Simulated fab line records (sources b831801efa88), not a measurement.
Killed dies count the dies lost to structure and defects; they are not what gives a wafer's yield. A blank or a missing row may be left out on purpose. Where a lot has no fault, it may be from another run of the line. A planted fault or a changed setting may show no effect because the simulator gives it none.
fab line records + flow sfqLine
[record]
- lots = 14
- wafers = 41
- lastDay = 86
route steps=325 shown A5B@209 R5@212 M6@252
lots that met no fault: taken from a fault-free run of the same line
startH: hours from the record's first day to the start of the lot's first wafer shown + waitH: hours elapsed since this lot's preceding step + " unchanged from the row above + L1.1+2: one row covering several wafers at once + - no value, or no start was given + * or withheld: withheld + < > ~ a bound
route shown NAME@n: names a module that has steps shown in the file, with the first one's number in the route + usual: the fault-free wafers' mean and standard deviation + same: alike in all rows + chamber/n: place in a boat + sites: readings site by site + _std_site: how widely they spread, as a standard deviation + _edge_site: mean of outer sites minus mean of inner sites + radiusMm: for every site, how far away it sits from the centre of the wafer + mask NAME#n: copy n + behind: the tool/chamber that last shaped the wafer + hold: why the lot was held/for how many hours/how that ended + device: names the non-switching transistor (n, p or np) + end of line: the same wafers' tests at the end of the route + where a step has no rows: the recipe by itself + killed: count of dies lost to structure and defects at first sort (not the wafer's yield) + map: dies across one wafer; x = killed, . = not, _ = none there
set.NAME: the setting the step ran with; set.NAME@STEP: the setting that earlier step ran with + model.NAME: the simulator's own value behind a step, which no gauge read
steps of the route over a sample of lots; a table a step, a row a wafer
services: the hour from which a tool's chamber was out of use, counted from the record's first day as startH (under 0 if before that day), plus the number of hours and why
[[steps]]
[step SFQ_TRILAYER_A5B_DEP_PECVD_129]
[recipe]
- material = SiO2
- tempC = 150
- timeS = 133.33
- pressureTorr = 2.4
- rfW = 183.3
- precursor = SiH4/N2O
- targetThkNm = 600
[usual]
- heaterPowerW = 86/16
- susceptorTempC = 149.99/0.15
- throttleValvePct = 24.3/0.86
| lot.wafer | tool     | chamber | startH  | waitH | heaterPowerW | susceptorTempC | throttleValvePct |
|-----------|----------|---------|---------|-------|--------------|----------------|------------------|
| L758.1    | pecvd-01 | 0       | 1237.44 | 0.0   | 59           | 150.14         | 22.9             |
| L758.2    | "        | 2       | "       | "     | 98           | 149.80         | 23.6             |
| L758.3    | "        | 1       | "       | "     | 115          | 150.04         | 23.9             |
| L759.2    | pecvd-02 | 0       | 1242.34 | 0.0   | 79           | 149.88         | 25.8             |
| L759.4    | "        | 1       | "       | "     | 76           | 150.17         | 24.8             |
| L759.6    | "        | 2       | "       | "     | 110          | 149.98         | 24.3             |
| L761.1    | pecvd-04 | 0       | 1251.94 | 0.0   | 82           | 150.15         | 25.7             |
| L761.3    | "        | 1       | "       | "     | 78           | 149.94         | 26.9             |
| L761.6    | "        | 0       | "       | "     | 89           | 150.04         | 25.9             |
| L762.1    | pecvd-02 | 1       | 1253.14 | 0.0   | 83           | 150.12         | 24.6             |
| L762.2    | "        | 2       | "       | "     | 100          | 149.89         | 24.6             |
| L762.5    | "        | 2       | "       | "     | 108          | 150.02         | 24.8             |
| L763.1    | pecvd-01 | 2       | 1259.14 | 0.0   | 91           | 150.13         | 24.3             |
| L763.3    | "        | 0       | "       | "     | 59           | 149.67         | 23.0             |
| L763.4    | "        | 1       | "       | "     | 112          | 150.21         | 24.1             |
| L765.1    | pecvd-02 | 2       | 1266.34 | 0.0   | 98           | 150.27         | 24.4             |
| L765.4    | "        | 1       | "       | "     | 86           | 149.79         | 24.7             |
| L765.6    | "        | 2       | "       | "     | 106          | 150.17         | 24.6             |
| L766.1    | pecvd-04 | 1       | 1401.39 | 0.0   | 72           | 149.62         | 24.5             |
| L766.3    | "        | 2       | "       | "     | 84           | 149.93         | 23.4             |
| L766.4    | "        | 1       | "       | "     | 76           | 149.90         | 24.4             |
| L767.1    | pecvd-04 | 0       | 1412.19 | 0.0   | 95           | 150.05         | 22.7             |
| L767.2    | "        | 2       | "       | "     | 77           | 149.92         | 23.4             |
| L767.3    | "        | 2       | "       | "     | 81           | 149.92         | 23.2             |
| L768.2    | pecvd-01 | 1       | 1440.92 | 0.0   | 98           | 150.11         | 24.5             |
| L768.3    | "        | 0       | "       | "     | 57           | 149.75         | 23.7             |
| L768.6    | "        | 0       | "       | "     | 58           | 150.03         | 23.8             |
| L769.2    | pecvd-04 | 1       | 1443.42 | 0.0   | 68           | 150.02         | 24.6             |
| L769.3    | "        | 0       | "       | "     | 101          | 149.86         | 23.0             |
| L769.4    | "        | 2       | "       | "     | 79           | 150.11         | 23.3             |
| L770.2    | pecvd-02 | 0       | 1445.47 | 0.0   | 80           | 149.86         | 25.3             |
| L770.3    | "        | 1       | "       | "     | 83           | 149.96         | 24.7             |
| L770.4    | "        | 1       | "       | "     | 85           | 149.91         | 24.7             |
| L779.1    | pecvd-02 | 0       | 1470.24 | 0.0   | 81           | 149.95         | 25.4             |
| L779.2    | "        | 2       | "       | "     | 96           | 150.02         | 24.5             |
| L780.2    | pecvd-01 | 2       | 1477.44 | 0.0   | 84           | 149.86         | 24.9             |
| L780.4    | "        | 1       | "       | "     | 115          | 150.02         | 24.6             |
| L780.5    | "        | 0       | "       | "     | 47           | 150.28         | 23.8             |
| L781.2    | pecvd-02 | 2       | 1511.34 | 0.0   | 107          | 149.84         | 24.3             |
| L781.3    | "        | 1       | "       | "     | 90           | 149.98         | 24.6             |
| L781.6    | "        | 1       | "       | "     | 93           | 149.98         | 24.6             |
[step SFQ_TRILAYER_R5_DEP_SPUTTER_132]
[recipe]
- material = Ti
- basePressurePa = 1.33e-06
- targetThkNm = 5
- powerW = 2000
- timeS = 5
- chamberPressurePa = 0.4
[usual]
- throttleValvePct = 29.5/0.99
| lot.wafer | tool          | chamber | startH  | waitH | throttleValvePct |
|-----------|---------------|---------|---------|-------|------------------|
| L758.1    | pvdSputter-04 | -       | 1244.56 | 1.0   | 30.9             |
| L758.2    | "             | -       | "       | "     | 27.7             |
| L758.3    | "             | -       | "       | "     | 30.0             |
| L759.2    | pvdSputter-03 | -       | 1250.56 | 0.8   | 30.3             |
| L759.4    | "             | -       | "       | "     | 30.0             |
| L759.6    | "             | -       | "       | "     | 30.1             |
| L761.1    | pvdSputter-03 | -       | 1262.56 | 1.0   | 28.9             |
| L761.3    | "             | -       | "       | "     | 30.2             |
| L761.6    | "             | -       | "       | "     | 30.5             |
| L762.1    | pvdSputter-06 | -       | 1263.18 | 1.0   | 30.0             |
| L762.2    | "             | -       | "       | "     | 27.7             |
| L762.5    | "             | -       | "       | "     | 29.6             |
| L763.1    | pvdSputter-04 | -       | 1272.18 | 1.0   | 27.9             |
| L763.3    | "             | -       | "       | "     | 31.1             |
| L763.4    | "             | -       | "       | "     | 29.8             |
| L765.1    | pvdSputter-06 | -       | 1283.56 | 1.0   | 29.0             |
| L765.4    | "             | -       | "       | "     | 29.6             |
| L765.6    | "             | -       | "       | "     | 30.1             |
| L766.1    | pvdSputter-03 | -       | 1407.56 | 1.0   | 28.7             |
| L766.3    | "             | -       | "       | "     | 29.0             |
| L766.4    | "             | -       | "       | "     | 30.0             |
| L767.1    | pvdSputter-04 | -       | 1419.25 | 1.0   | 29.7             |
| L767.2    | "             | -       | "       | "     | 27.6             |
| L767.3    | "             | -       | "       | "     | 29.8             |
| L768.2    | pvdSputter-04 | -       | 1445.21 | 0.8   | 30.8             |
| L768.3    | "             | -       | "       | "     | 29.8             |
| L768.6    | "             | -       | "       | "     | 29.9             |
| L769.2    | pvdSputter-03 | -       | 1449.26 | 0.8   | 30.4             |
| L769.3    | "             | -       | "       | "     | 29.0             |
| L769.4    | "             | -       | "       | "     | 28.4             |
| L770.2    | pvdSputter-06 | -       | 1452.26 | 0.8   | 30.2             |
| L770.3    | "             | -       | "       | "     | 29.5             |
| L770.4    | "             | -       | "       | "     | 27.4             |
| L779.1    | pvdSputter-03 | -       | 1489.67 | 1.0   | 28.8             |
| L779.2    | "             | -       | "       | "     | 28.7             |
| L780.2    | pvdSputter-04 | -       | 1491.26 | 0.8   | 29.7             |
| L780.4    | "             | -       | "       | "     | 30.8             |
| L780.5    | "             | -       | "       | "     | 29.7             |
| L781.2    | pvdSputter-04 | -       | 1524.23 | 0.8   | 31.1             |
| L781.3    | "             | -       | "       | "     | 29.9             |
| L781.6    | "             | -       | "       | "     | 30.9             |
[step SFQ_R5_OVL_MEAS_935]
[usual]
- R5_OVL = 2/5.5
| lot.wafer | tool       | chamber | startH  | waitH | R5_OVL[nm] |
|-----------|------------|---------|---------|-------|------------|
| L758.1    | overlay-01 | -       | 1368.20 | 0.1   | 0          |
| L758.2    | "          | -       | "       | "     | 8          |
| L758.3    | "          | -       | "       | "     | -4         |
| L759.2    | overlay-02 | -       | 1374.21 | 0.1   | 7          |
| L759.4    | "          | -       | "       | "     | -1         |
| L759.6    | "          | -       | "       | "     | 4          |
| L761.1    | overlay-02 | -       | 1383.53 | 0.1   | 7          |
| L761.3    | "          | -       | "       | "     | 2          |
| L761.6    | "          | -       | "       | "     | 9          |
| L762.1    | overlay-01 | -       | 1384.73 | 0.1   | 8          |
| L762.2    | "          | -       | "       | "     | 6          |
| L762.5    | "          | -       | "       | "     | 11         |
| L763.1    | overlay-02 | -       | 1393.13 | 0.1   | -8         |
| L763.3    | "          | -       | "       | "     | 3          |
| L763.4    | "          | -       | "       | "     | 1          |
| L765.1    | overlay-01 | -       | 1397.17 | 0.1   | 4          |
| L765.4    | "          | -       | "       | "     | 7          |
| L765.6    | "          | -       | "       | "     | 5          |
| L766.1    | overlay-02 | -       | 1410.33 | 0.1   | 6          |
| L766.3    | "          | -       | "       | "     | 2          |
| L766.4    | "          | -       | "       | "     | 0          |
| L767.1    | overlay-01 | -       | 1435.59 | 0.1   | -8         |
| L767.2    | "          | -       | "       | "     | -2         |
| L767.3    | "          | -       | "       | "     | 0          |
| L768.2    | overlay-01 | -       | 1449.43 | 0.1   | 6          |
| L768.3    | "          | -       | "       | "     | -4         |
| L768.6    | "          | -       | "       | "     | -4         |
| L769.2    | overlay-02 | -       | 1451.78 | 0.1   | 13         |
| L769.3    | "          | -       | "       | "     | 9          |
| L769.4    | "          | -       | "       | "     | 5          |
| L770.2    | overlay-02 | -       | 1454.78 | 0.1   | 3          |
| L770.3    | "          | -       | "       | "     | 6          |
| L770.4    | "          | -       | "       | "     | 4          |
| L779.1    | overlay-01 | -       | 1495.23 | 0.1   | -3         |
| L779.2    | "          | -       | "       | "     | 6          |
| L780.2    | overlay-01 | -       | 1496.43 | 0.1   | -8         |
| L780.4    | "          | -       | "       | "     | -6         |
| L780.5    | "          | -       | "       | "     | -2         |
| L781.2    | overlay-01 | -       | 1527.43 | 0.1   | 10         |
| L781.3    | "          | -       | "       | "     | 7          |
| L781.6    | "          | -       | "       | "     | 10         |
[step SFQ_TRILAYER_M6_DEP_SPUTTER_157]
[recipe]
- material = Nb
- basePressurePa = 1.33e-06
- chamberPressurePa = 0.1333
- substrateTempC = 20
- targetThkNm = 200
- powerW = 2000
- timeS = 133.3
[usual]
- throttleValvePct = 29.3/0.81
| lot.wafer | tool          | chamber | startH  | waitH | throttleValvePct |
|-----------|---------------|---------|---------|-------|------------------|
| L758.1    | pvdSputter-05 | -       | 1500.96 | 0.0   | 30.0             |
| L758.2    | "             | -       | "       | "     | 29.6             |
| L758.3    | "             | -       | "       | "     | 28.8             |
| L759.2    | pvdSputter-06 | -       | 1503.36 | 0.0   | 29.6             |
| L759.4    | "             | -       | "       | "     | 30.1             |
| L759.6    | "             | -       | "       | "     | 27.7             |
| L761.1    | pvdSputter-03 | -       | 1512.42 | 0.0   | 30.4             |
| L761.3    | "             | -       | "       | "     | 28.8             |
| L761.6    | "             | -       | "       | "     | 28.8             |
| L762.1    | pvdSputter-06 | -       | 1514.82 | 0.0   | 30.2             |
| L762.2    | "             | -       | "       | "     | 29.7             |
| L762.5    | "             | -       | "       | "     | 30.0             |
| L763.1    | pvdSputter-06 | -       | 1520.17 | 0.0   | 29.3             |
| L763.3    | "             | -       | "       | "     | 29.3             |
| L763.4    | "             | -       | "       | "     | 27.7             |
| L765.1    | pvdSputter-06 | -       | 1527.02 | 0.0   | 29.4             |
| L765.4    | "             | -       | "       | "     | 29.9             |
| L765.6    | "             | -       | "       | "     | 29.5             |
| L766.1    | pvdSputter-05 | -       | 1542.61 | 0.0   | 28.7             |
| L766.3    | "             | -       | "       | "     | 29.6             |
| L766.4    | "             | -       | "       | "     | 28.7             |
| L767.1    | pvdSputter-06 | -       | 1562.13 | 0.0   | 29.3             |
| L767.2    | "             | -       | "       | "     | 29.3             |
| L767.3    | "             | -       | "       | "     | 30.0             |
| L768.2    | pvdSputter-06 | -       | 1570.98 | 0.0   | 29.5             |
| L768.3    | "             | -       | "       | "     | 29.4             |
| L768.6    | "             | -       | "       | "     | 29.9             |
| L769.2    | pvdSputter-05 | -       | 1572.15 | 0.0   | 28.7             |
| L769.3    | "             | -       | "       | "     | 29.5             |
| L769.4    | "             | -       | "       | "     | 29.6             |
| L770.2    | pvdSputter-06 | -       | 1574.55 | 0.0   | 27.8             |
| L770.3    | "             | -       | "       | "     | 29.4             |
| L770.4    | "             | -       | "       | "     | 30.1             |
| L779.1    | pvdSputter-06 | -       | 1608.90 | 0.0   | 29.2             |
| L779.2    | "             | -       | "       | "     | 27.7             |
| L780.2    | pvdSputter-06 | -       | 1612.50 | 0.0   | 30.1             |
| L780.4    | "             | -       | "       | "     | 29.3             |
| L780.5    | "             | -       | "       | "     | 30.2             |
| L781.2    | pvdSputter-03 | -       | 1615.65 | 0.0   | 28.7             |
| L781.3    | "             | -       | "       | "     | 29.0             |
| L781.6    | "             | -       | "       | "     | 28.8             |
[step SFQ_M6_RS_MEAS_938]
[recipe]
- thkMeasGauge = four-point-probe
- reads = Nb_of_TRILAYER_M6_DEP_SPUTTER_157
[usual]
- M6_NB_RS = 0.882/0.012
| lot.wafer | tool         | chamber | startH  | waitH | M6_NB_RS[ohm/sq] |
|-----------|--------------|---------|---------|-------|------------------|
| L758.1    | filmMetro-01 | -       | 1501.05 | 0.0   | 0.858            |
| L758.2    | "            | -       | "       | "     | 0.872            |
| L758.3    | "            | -       | "       | "     | 0.885            |
| L759.2    | filmMetro-01 | -       | 1503.47 | 0.1   | 0.863            |
| L759.4    | "            | -       | "       | "     | 0.893            |
| L759.6    | "            | -       | "       | "     | 0.876            |
| L761.1    | filmMetro-02 | -       | 1512.51 | 0.0   | 0.891            |
| L761.3    | "            | -       | "       | "     | 0.879            |
| L761.6    | "            | -       | "       | "     | 0.872            |
| L762.1    | filmMetro-02 | -       | 1514.91 | 0.0   | 0.898            |
| L762.2    | "            | -       | "       | "     | 0.867            |
| L762.5    | "            | -       | "       | "     | 0.893            |
| L763.1    | filmMetro-02 | -       | 1520.26 | 0.0   | 0.881            |
| L763.3    | "            | -       | "       | "     | 0.857            |
| L763.4    | "            | -       | "       | "     | 0.871            |
| L765.1    | filmMetro-04 | -       | 1527.11 | 0.0   | 0.887            |
| L765.4    | "            | -       | "       | "     | 0.863            |
| L765.6    | "            | -       | "       | "     | 0.888            |
| L766.1    | filmMetro-02 | -       | 1542.70 | 0.0   | 0.905            |
| L766.3    | "            | -       | "       | "     | 0.892            |
| L766.4    | "            | -       | "       | "     | 0.899            |
| L767.1    | filmMetro-02 | -       | 1562.22 | 0.0   | 0.864            |
| L767.2    | "            | -       | "       | "     | 0.882            |
| L767.3    | "            | -       | "       | "     | 0.890            |
| L768.2    | filmMetro-02 | -       | 1571.09 | 0.1   | 0.889            |
| L768.3    | "            | -       | "       | "     | 0.870            |
| L768.6    | "            | -       | "       | "     | 0.893            |
| L769.2    | filmMetro-01 | -       | 1572.26 | 0.1   | 0.886            |
| L769.3    | "            | -       | "       | "     | 0.879            |
| L769.4    | "            | -       | "       | "     | 0.883            |
| L770.2    | filmMetro-01 | -       | 1574.66 | 0.1   | 0.879            |
| L770.3    | "            | -       | "       | "     | 0.896            |
| L770.4    | "            | -       | "       | "     | 0.900            |
| L779.1    | filmMetro-02 | -       | 1608.99 | 0.0   | 0.567            |
| L779.2    | "            | -       | "       | "     | 0.562            |
| L780.2    | filmMetro-04 | -       | 1612.61 | 0.1   | 0.571            |
| L780.4    | "            | -       | "       | "     | 0.888            |
| L780.5    | "            | -       | "       | "     | 0.893            |
| L781.2    | filmMetro-02 | -       | 1615.76 | 0.1   | 0.892            |
| L781.3    | "            | -       | "       | "     | 0.892            |
| L781.6    | "            | -       | "       | "     | 0.881            |
[step SFQ_TRILAYER_M6_ETCH_METAL_ETCH_162]
[recipe]
- target = Nb
- stopOn = SiO2
- maskMaterial = PR
- chemistry = Cl2/Ar
- targetDepthNm = 240
- icpW = 600
- biasW = 80
- pressureMtorr = 10
- timeS = 120
[usual]
- drypumpMotorCurrentA = 5.9/0.46
- oesProductAu = 0.898/0.0089
| lot.wafer | tool        | chamber | startH  | waitH | drypumpMotorCurrentA | oesProductAu | rfHoursCounterH |
|-----------|-------------|---------|---------|-------|----------------------|--------------|-----------------|
| L758.1    | rieMetal-01 | 1       | 1503.72 | 0.0   | 5.3                  | 0.913        | 38              |
| L758.2    | "           | 0       | "       | "     | 5.5                  | 0.907        | 29              |
| L758.3    | "           | 0       | "       | "     | 5.5                  | 0.896        | -               |
| L759.2    | rieMetal-03 | 0       | 1505.97 | 0.0   | 6.2                  | 0.907        | 43              |
| L759.4    | "           | 0       | "       | "     | 6.2                  | 0.888        | -               |
| L759.6    | "           | 0       | "       | "     | 6.2                  | 0.907        | -               |
| L761.1    | rieMetal-03 | 1       | 1515.17 | 0.0   | 6.6                  | 0.878        | 134             |
| L761.3    | "           | 1       | "       | "     | 6.5                  | 0.894        | -               |
| L761.6    | "           | 0       | "       | "     | 6.2                  | 0.897        | -               |
| L762.1    | rieMetal-03 | 1       | 1517.57 | 0.0   | 6.5                  | 0.884        | 134             |
| L762.2    | "           | 0       | "       | "     | 6.2                  | 0.906        | 45              |
| L762.5    | "           | 1       | "       | "     | 6.6                  | 0.890        | -               |
| L763.1    | rieMetal-04 | 0       | 1633.61 | 0.0   | 5.7                  | 0.905        | 48              |
| L763.3    | "           | 1       | "       | "     | 5.5                  | 0.909        | -               |
| L763.4    | "           | 0       | "       | "     | 5.7                  | 0.903        | -               |
| L765.1    | rieMetal-04 | 1       | 1643.13 | 0.0   | 5.5                  | 0.905        | 80              |
| L765.4    | "           | 0       | "       | "     | 5.7                  | 0.910        | -               |
| L765.6    | "           | 1       | "       | "     | 5.5                  | 0.901        | -               |
| L766.1    | rieMetal-04 | 0       | 1668.33 | 0.0   | 5.7                  | 0.881        | 52              |
| L766.3    | "           | 0       | "       | "     | 5.7                  | 0.894        | -               |
| L766.4    | "           | 1       | "       | "     | 5.5                  | 0.886        | -               |
| L767.1    | rieMetal-04 | 1       | 1682.73 | 0.0   | 5.6                  | 0.904        | 85              |
| L767.2    | "           | 0       | "       | "     | 5.7                  | 0.898        | 54              |
| L767.3    | "           | 1       | "       | "     | 5.6                  | 0.893        | -               |
| L768.2    | rieMetal-03 | 0       | 1690.05 | 0.0   | 6.2                  | 0.904        | 69              |
| L768.3    | "           | 1       | "       | "     | 6.6                  | 0.896        | -               |
| L768.6    | "           | 1       | "       | "     | 6.6                  | 0.891        | -               |
| L769.2    | rieMetal-04 | 0       | 1692.45 | 0.0   | 5.7                  | 0.902        | 55              |
| L769.3    | "           | 1       | "       | "     | 5.6                  | 0.904        | -               |
| L769.4    | "           | 0       | "       | "     | 5.7                  | 0.896        | -               |
| L770.2    | rieMetal-01 | 1       | 1693.65 | 0.0   | 5.3                  | 0.899        | 63              |
| L770.3    | "           | 0       | "       | "     | 5.5                  | 0.894        | -               |
| L770.4    | "           | 1       | "       | "     | 5.3                  | 0.891        | -               |
| L779.1    | rieMetal-01 | 0       | 1716.58 | 0.0   | 5.6                  | 1.019        | 57              |
| L779.2    | "           | 1       | "       | "     | 5.3                  | 0.979        | 66              |
| L780.2    | rieMetal-03 | 1       | 1717.78 | 0.0   | 6.6                  | 0.999        | 7               |
| L780.4    | "           | 0       | "       | "     | 6.2                  | 0.899        | -               |
| L780.5    | "           | 0       | "       | "     | 6.2                  | 0.897        | -               |
| L781.2    | rieMetal-01 | 1       | 1718.98 | 0.0   | 5.3                  | 0.886        | 67              |
| L781.3    | "           | 1       | "       | "     | 5.3                  | 0.893        | -               |
| L781.6    | "           | 0       | "       | "     | 5.6                  | 0.892        | -               |
[[services]]
| tool          | chamber | startH  | hours | kind   |
|---------------|---------|---------|-------|--------|
| rieMetal-03   | -       | 1213.56 | 0.3   | repair |
| pecvd-02      | -       | 1245.70 | 2.3   | repair |
| rieMetal-03   | 0       | 1335.98 | 4.6   | repair |
| rieMetal-04   | -       | 1338.10 | 15.6  | pm     |
| pvdSputter-04 | -       | 1346.02 | 1.8   | repair |
| rieMetal-03   | -       | 1406.32 | 1.4   | pm     |
| rieMetal-04   | 1       | 1412.25 | 45.4  | repair |
| pecvd-02      | -       | 1447.58 | 0.8   | repair |
| pvdSputter-06 | -       | 1475.38 | 2.7   | repair |
| pvdSputter-04 | -       | 1479.61 | 0.5   | repair |
| pecvd-02      | -       | 1489.51 | 1.6   | repair |
| pecvd-02      | -       | 1520.35 | 2.3   | repair |
| rieMetal-04   | -       | 1542.24 | 14.6  | pm     |
| pecvd-02      | 1       | 1553.67 | 22.2  | repair |
| pvdSputter-03 | -       | 1562.74 | 6.2   | repair |
| pvdSputter-03 | -       | 1570.17 | 0.9   | repair |
| pecvd-02      | -       | 1600.75 | 1.0   | repair |
| pecvd-02      | -       | 1675.09 | 14.3  | repair |
| pecvd-02      | -       | 1680.11 | 2.2   | repair |
| pvdSputter-06 | -       | 1684.52 | 4.4   | repair |
| pecvd-02      | -       | 1689.35 | 14.0  | pm     |
| pvdSputter-06 | -       | 1690.57 | 13.2  | repair |
| pvdSputter-06 | -       | 1713.89 | 10.1  | repair |
| pvdSputter-03 | -       | 1714.19 | 3.8   | repair |
[[key]]
[firstSign]
- step = SFQ_M6_RS_MEAS_938
- reading = M6_NB_RS
- direction = down
- sigmas = 26
- usual = 0.882
- struck = 0.567
[effect]
- step = SFQ_TRILAYER_M6_ETCH_METAL_ETCH_162
- reading = oesProductAu
- direction = up
- sigmas = 11
- usual = 0.898
- struck = 0.999
metAt SFQ_TRILAYER_M6_DEP_SPUTTER_157
struckLots L779,L780
struckWafers L779.1,L779.2,L780.2
notActingAt SFQ_TRILAYER_A5B_DEP_PECVD_129,SFQ_TRILAYER_R5_DEP_SPUTTER_132,SFQ_R5_OVL_MEAS_935
onsetBetween 1574.55 1608.90
[fault]
- kind = processParameterDrift
- tool = pvdSputter-06
- chamber = -
- onsetH = 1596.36
- steps = SFQ_TRILAYER_M6_DEP_SPUTTER_157
- channel = targetThkNm
- offset = 111.52
- shape = step
- endH = 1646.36
- scope = struckWafersOnly
- actsIn = theseRecipesOnly
- stated = 200
